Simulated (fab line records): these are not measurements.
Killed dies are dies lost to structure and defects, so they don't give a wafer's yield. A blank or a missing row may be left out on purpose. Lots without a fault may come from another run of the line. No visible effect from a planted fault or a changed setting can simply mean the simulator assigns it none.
The tool behind it: which one? | flow sky130 | 12 lots, 36 wafers sampled, at 3 steps of a route of 708

== WHAT THE GAUGES READ, wafer by wafer ==
SKY_VIA3_CD_MEAS_12 targets a cd of 200 nm. Usual: cd_nm 200.3 nm, standard deviation 1.6.
lot  | measured     | on        | cd_nm (nm)        | flag
L207 | day 39 09:13 | cd_sem-01 | 199.4 200.4 200.1 |
L208 | day 39 14:49 | cd_sem-01 | 198.3 197.6 196.9 |
L210 | day 40 12:52 | cd_sem-02 | 200.0 200.6 200.4 |
L211 | day 40 20:38 | cd_sem-01 | 200.2 202.5 202.1 |
L219 | day 43 02:25 | cd_sem-01 | 199.7 201.7 198.7 |
L224 | day 44 07:10 | cd_sem-01 | 200.5 201.7 201.1 |
L225 | day 44 16:18 | cd_sem-02 | 200.3 199.2 200.4 |
L226 | day 44 22:14 | cd_sem-01 | 202.5 200.3 203.1 |
L227 | day 45 05:58 | cd_sem-02 | 197.4 197.3 197.3 |
L228 | day 45 10:13 | cd_sem-02 | 198.8 198.6 198.6 |
L229 | day 45 17:17 | cd_sem-01 | 202.4 201.8 201.3 |
L230 | day 45 18:30 | cd_sem-02 | 201.4 201.2 200.8 |

== TOOL THAT RAN EACH LOT (tool first, then ch and the chambers of the sampled wafers, then the start) ==
lot  | SKY_CAPM_STRIP_14                    | SKY_METAL3_DESCUM_15
L207 | plasma_asher-02 ch 1, day 37 04:47   | rie_metal-01 ch 0,1, day 38 06:51
L208 | plasma_asher-02 ch 0,1, day 37 11:13 | rie_metal-04 ch 0,1, day 38 12:24
L210 | plasma_asher-02 ch 0,1, day 38 09:32 | rie_metal-04 ch 0,1, day 39 11:16
L211 | plasma_asher-02 ch 0,1, day 38 17:45 | rie_metal-01 ch 0,1, day 39 18:40
L219 | plasma_asher-01 ch 1, day 41 00:01   | rie_metal-04 ch 0,1, day 42 00:52
L224 | plasma_asher-02 ch 0,1, day 42 06:04 | rie_metal-01 ch 0,1, day 43 06:49
L225 | plasma_asher-04 ch 0,1, day 42 16:29 | rie_metal-01 ch 1, day 43 16:21
L226 | plasma_asher-01 ch 1, day 42 22:05   | rie_metal-02 ch 0,1, day 43 22:12
L227 | plasma_asher-01 ch 0,1, day 43 07:04 | rie_metal-04 ch 0,1, day 44 06:58
L228 | plasma_asher-04 ch 0,1, day 43 11:58 | rie_metal-04 ch 0,1, day 44 10:46
L229 | plasma_asher-02 ch 0,1, day 43 18:32 | rie_metal-04 ch 0,1, day 44 17:49
L230 | plasma_asher-02 ch 0,1, day 43 19:55 | rie_metal-02 ch 0,1, day 44 19:07
- SKY_CAPM_STRIP_14: strips in O2/N2.
- SKY_METAL3_DESCUM_15: chemistry O2, time 8 s.

== AS READ BY THE TOOLS THEMSELVES (means over the sampled wafers that have a number; for cases with no such wafer, the mark the record gives instead) ==
SKY_CAPM_STRIP_14. Usual: drypump_motor_current_A 5.7 A, standard deviation 0.47; oes_product_au 0.710 a.u., standard deviation 0.0043; strip_time_to_endpoint_s 12.64 s, standard deviation 0.044.
lot  | tool            | drypump_motor_current_A (A) | oes_product_au (a.u.) | strip_time_to_endpoint_s (s) | flag
L207 | plasma_asher-02 | 5.8                         | 0.709                 | 12.59                        |
L208 | plasma_asher-02 | 6.1                         | 0.713                 | 12.70                        |
L210 | plasma_asher-02 | 5.9                         | 0.707                 | 12.67                        |
L211 | plasma_asher-02 | 5.9                         | 0.708                 | 12.66                        |
L219 | plasma_asher-01 | 5.5                         | 0.714                 | 12.62                        |
L224 | plasma_asher-02 | 5.9                         | 0.710                 | 12.65                        |
L225 | plasma_asher-04 | 6.0                         | 0.706                 | 12.64                        |
L226 | plasma_asher-01 | 5.5                         | 0.713                 | 12.60                        |
L227 | plasma_asher-01 | 5.3                         | 0.710                 | 12.66                        |
L228 | plasma_asher-04 | 6.0                         | 0.709                 | 12.60                        |
L229 | plasma_asher-02 | 5.9                         | 0.705                 | 12.69                        |
L230 | plasma_asher-02 | 6.1                         | 0.714                 | 12.68                        |

SKY_METAL3_DESCUM_15. Usual: drypump_motor_current_A 5.5 A, standard deviation 0.43; oes_product_au 0.999 a.u., standard deviation 0.0077.
lot  | tool         | drypump_motor_current_A (A) | oes_product_au (a.u.) | flag
L207 | rie_metal-01 | 5.2                         | 1.001                 |
L208 | rie_metal-04 | 5.5                         | 0.992                 |
L210 | rie_metal-04 | 5.3                         | 0.997                 |
L211 | rie_metal-01 | 5.2                         | 1.004                 |
L219 | rie_metal-04 | 5.3                         | 0.987                 |
L224 | rie_metal-01 | 5.0                         | 1.002                 |
L225 | rie_metal-01 | 5.3                         | 1.006                 |
L226 | rie_metal-02 | 5.9                         | 1.006                 |
L227 | rie_metal-04 | 5.3                         | 0.990                 |
L228 | rie_metal-04 | 5.3                         | 0.992                 |
L229 | rie_metal-04 | 5.5                         | 0.994                 |
L230 | rie_metal-02 | 6.0                         | 1.002                 |

== THE ANSWER, worked out from the rows above alone ==
Rule: lot off if the mean of its wafers having a number is beyond 3 standard deviations from the usual mean. A lot without any number at a reading at which 4 lots or more have one is off too. Any other lot the step has rows for is counted as sound. The gauges are gone through in route order, then the tools' own readings, and for those a lot's mean is taken as printed above. The first step at which some lot is off is used, and at that step the reading that is off furthest; a lot without a number counts as furthest.
Across all readings shown, no lot is off: no conclusion can be drawn from this.

== WHAT THE SIMULATOR HAD PUT IN ==
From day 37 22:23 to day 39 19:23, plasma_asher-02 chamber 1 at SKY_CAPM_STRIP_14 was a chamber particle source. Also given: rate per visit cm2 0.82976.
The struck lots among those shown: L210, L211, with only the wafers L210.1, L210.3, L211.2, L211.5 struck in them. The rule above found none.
